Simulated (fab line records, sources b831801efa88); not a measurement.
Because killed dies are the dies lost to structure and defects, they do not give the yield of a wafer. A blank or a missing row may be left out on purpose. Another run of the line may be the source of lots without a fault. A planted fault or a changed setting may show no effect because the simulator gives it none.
2 desks, one fault | flow gf180mcu | each desk holds nothing but its own numbers, with what lay behind them at the end

== FOR THE TOOL OWNER'S DESK: implanter-03 ==
The tool's own readings at GF_VT_IMPLANT_IMPLANT_41, given as means over the sampled wafers that have a number, one for each lot that went through this tool. If a lot's mean is further than 4 standard deviations from the usual mean, the lot is out of limits and carries the mark OUT (the distance appears in the brackets).
Columns: A = beam_energy_keV at GF_VT_IMPLANT_IMPLANT_41, usual 69.996
lot  | first seen here | A
L690 | day 7 14:11     | 69.970
L692 | day 8 05:55     | 69.986
L701 | day 10 20:13    | 89.998 (+99 or more) OUT
L705 | day 11 23:32    | 90.008 (+99 or more) OUT
L713 | day 14 02:44    | 69.984
This desk's finding: out of limits on L701, L705; first on L701, day 10 20:13 (beam_energy_keV at GF_VT_IMPLANT_IMPLANT_41). L690, L692, L713: within limits.

== THE METROLOGY DESK ==
What the gauges read, lot by lot, whatever tool the lot ran on: means of the sampled wafers that have a number. If a lot's mean is further than 4 standard deviations from the usual mean, the lot is out of limits and carries the mark OUT (the distance appears in the brackets).
Columns: A = cd_nm at GF_STI_CD_MEAS_12, usual 219.9 nm; B = LVPWELL_OVL at GF_LVPWELL_OVL_MEAS_07, usual -0.6 nm; C = VT_IMPLANT_OVL at GF_VT_IMPLANT_OVL_MEAS_07, usual -0.4 nm; D = VT_IMPLANT_4_TW at GF_VT_IMPLANT_TW_MEAS_43, usual 689
lot  | first seen here | A     | B    | C    | D
L690 | day 2 01:43     | 219.0 | -0.9 | 1.1  | 695
L691 | day 2 07:16     | 221.5 | -1.0 | -0.2 | 681
L692 | day 2 11:44     | 219.6 | 0.4  | 0.6  | 693
L693 | day 2 17:19     | 219.7 | -0.5 | 0.3  | 692
L695 | day 3 04:29     | 220.0 | 0.4  | 2.3  | 699
L696 | day 3 09:26     | 218.5 | 1.4  | -0.2 | 679
L698 | day 3 19:20     | 220.1 | 1.0  | 0.6  | 697
L701 | day 4 10:57     | 220.3 | -0.6 | -1.5 | 745 (+8.3) OUT
L703 | day 4 21:11     | 221.2 | -2.2 | -0.3 | 689
L705 | day 5 07:43     | 220.6 | -1.8 | -1.2 | 739 (+7.5) OUT
L707 | day 5 17:11     | 218.1 | -0.6 | -1.9 | 693
L708 | day 5 22:25     | 219.0 | -0.6 | 1.3  | 682
L709 | day 6 03:49     | 221.7 | -2.0 | -1.6 | 679
L713 | day 6 23:42     | 217.7 | -0.8 | -0.7 | 691
Per this desk, out of limits: L701, L705; the first was L701, day 10 20:26 (VT_IMPLANT_4_TW at GF_VT_IMPLANT_TW_MEAS_43). L690, L691, L692, L693, L695, L696, L698, L703, L707, L708, L709, L713: within limits.

== TAKEN TOGETHER ==
At day 10 20:13, on L701, L705, the tool owner's desk was in a position to raise an alarm.
On L701, L705, the metrology desk was in a position to raise an alarm at day 10 20:26.
On implanter-03, each named lot ran GF_VT_IMPLANT_IMPLANT_41.

== WHAT THE SIMULATOR HAD INSERTED ==
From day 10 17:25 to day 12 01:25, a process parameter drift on implanter-03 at GF_VT_IMPLANT_IMPLANT_41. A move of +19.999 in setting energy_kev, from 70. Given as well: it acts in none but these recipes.
Lots struck among those shown: L701, L705.
Hours from the fault's start to each desk's first reading out of limits: the tool owner's desk, 3; the metrology desk, 3.
